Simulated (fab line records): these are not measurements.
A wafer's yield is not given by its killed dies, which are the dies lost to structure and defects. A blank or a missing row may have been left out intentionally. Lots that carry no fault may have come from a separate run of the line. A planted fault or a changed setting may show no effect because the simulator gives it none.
A lot that was struck, set against a sound lot	flow sky130	16 out of 708 route steps
Sound: the wafers L625.1, L625.2, L625.3. The struck wafers were L637.1, L637.3, L637.5. The cause is named last.
Per side, at each step with rows, come the tool, then ch with its chambers, and then its first start. Under that, the readings that differ: sound wafers	struck wafers	difference of the means	sigmas: that difference in standard deviations of wafers without a fault.
alike: a reading whose means differ by less than 2 such deviations, as well as words and numbers matching on both sides. not compared: withheld readings; readings where some wafer has no value; bounds like >300 that might hide an equal value; numbers whose values overlap and for which the record gives no deviation.
A row with sigmas, a row that says differs or no value, or rows on one side alone: a step with any of these is where the two part. Non-overlapping numbers with no deviation appear without sigmas and do not part them. A reading that every wafer of one side lacks parts them only if that side has two wafers or more.

SKY_POLY_GATE_THK_MEAS_04:
  sound: film_metro-02 at day 15 11:53; struck: film_metro-01 at day 20 00:46
  alike: POLY_GATE_CVD_03_THK
then, 8 steps without rows for these wafers: SKY_POLY_GATE_DEHYDRATE_05 (time 60 s); SKY_POLY_GATE_HMDS_06 (prime time 60 s); SKY_POLY_GATE_COAT_07 (resist thk 110 nm); SKY_POLY_GATE_COAT_08 (resist thk 450 nm); SKY_POLY_GATE_SOFTBAKE_09 (time 90 s); SKY_POLY_GATE_EXPOSE_10 (exposes mask P1M, target cd 150 nm); SKY_POLY_GATE_PEB_11; SKY_POLY_GATE_DEVELOP_12 (develop time 60 s).
SKY_POLY_GATE_CD_MEAS_13: target cd 150 nm.
  sound: cd_sem-02 at day 16 16:10; struck: cd_sem-02 at day 21 07:05
  alike: cd_nm
SKY_POLY_GATE_OVL_MEAS_14:
  sound: overlay-01 at day 16 16:17; struck: overlay-02 at day 21 07:12
  alike: POLY_GATE_OVL
SKY_POLY_GATE_ETCH_15: etches BARC in N2/H2, stops on SiO2, time 118.5 s, target depth 110 nm.
  sound on rie_diel-01 ch 0,2,3, day 16 16:19; struck on rie_diel-01 ch 0,2,3, day 21 07:14
  alike: drypump_motor_current_A, oes_product_au, rf_fwd_power_W, throttle_valve_pct
  not compared: rf_hours_counter_h
SKY_POLY_GATE_ETCH_16: etches Si3N4 in CH3F/O2, stops on poly-Si, time 147.5 s, target depth 75 nm.
  sound on rie_diel-01 ch 0,2,3, day 16 16:24; struck on rie_diel-01 ch 0,2,3, day 21 07:19
reading	sound	struck	difference	sigmas
rf_fwd_power_W (W)	400.8 397.5 397.2	336.0 334.1 334.5	-63.6	-49
model.KrF-thick_of_POLY_GATE_COAT_08.thk_nm (nm)	232.7 232.2 232	244.8 245.1 244.4	+12.5	
  alike: drypump_motor_current_A, oes_product_au, throttle_valve_pct
  not compared: rf_hours_counter_h
SKY_POLY_GATE_ETCH_17: etches poly-Si in HBr/Cl2, stops on SiO2, target depth 180 nm, time 70.5 s.
  sound on rie_si-02 ch 1,2,3, day 16 16:30; struck on rie_si-02 ch 2,3, day 21 07:25
reading	sound	struck	difference	sigmas
model.KrF-thick_of_POLY_GATE_COAT_08.thk_nm (nm)	140.1 137.7 137.2	149.6 149.2 148.8	+10.9	
  alike: drypump_motor_current_A, oes_product_au, rf_fwd_power_W, throttle_valve_pct
  not compared: rf_hours_counter_h
SKY_POLY_GATE_STRIP_18: strips in O2/N2.
  sound on plasma_asher-02 ch 0,1, day 16 16:34; struck on plasma_asher-01 ch 0,1, day 21 07:28
reading	sound	struck	difference	sigmas
strip_time_to_endpoint_s (s)	3.17 3.14 3.12	3.27 3.28 3.25	+0.12	+4
  alike: drypump_motor_current_A, o2_flow_sccm, oes_product_au
  not compared: rf_hours_counter_h
-- a jump in the record: the struck wafers' starts before and after are 28 days apart (it breaks off in module POLY_GATE and resumes in module PAD_OPEN, where the first step shown is number 708 of the route) --
SKY_PAD_OPEN_PROBE_99:
  sound: prober-02 at day 46 03:17; struck: prober-02 at day 49 06:06
  alike: killed_at_M0_to_M3, killed_at_M4_up, killed_at_contacts, killed_at_front_end, killed_at_other, killed_dies, killed_open, killed_short

## WHERE THEY PART
Earliest at SKY_POLY_GATE_ETCH_16; latest, in this record, at SKY_POLY_GATE_STRIP_18. Later steps at which nothing parts them and some readings are alike: SKY_PAD_OPEN_PROBE_99.

WHY: what the simulator had put in
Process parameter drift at SKY_POLY_GATE_ETCH_16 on rie_diel-01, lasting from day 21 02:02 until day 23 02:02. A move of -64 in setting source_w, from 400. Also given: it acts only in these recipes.
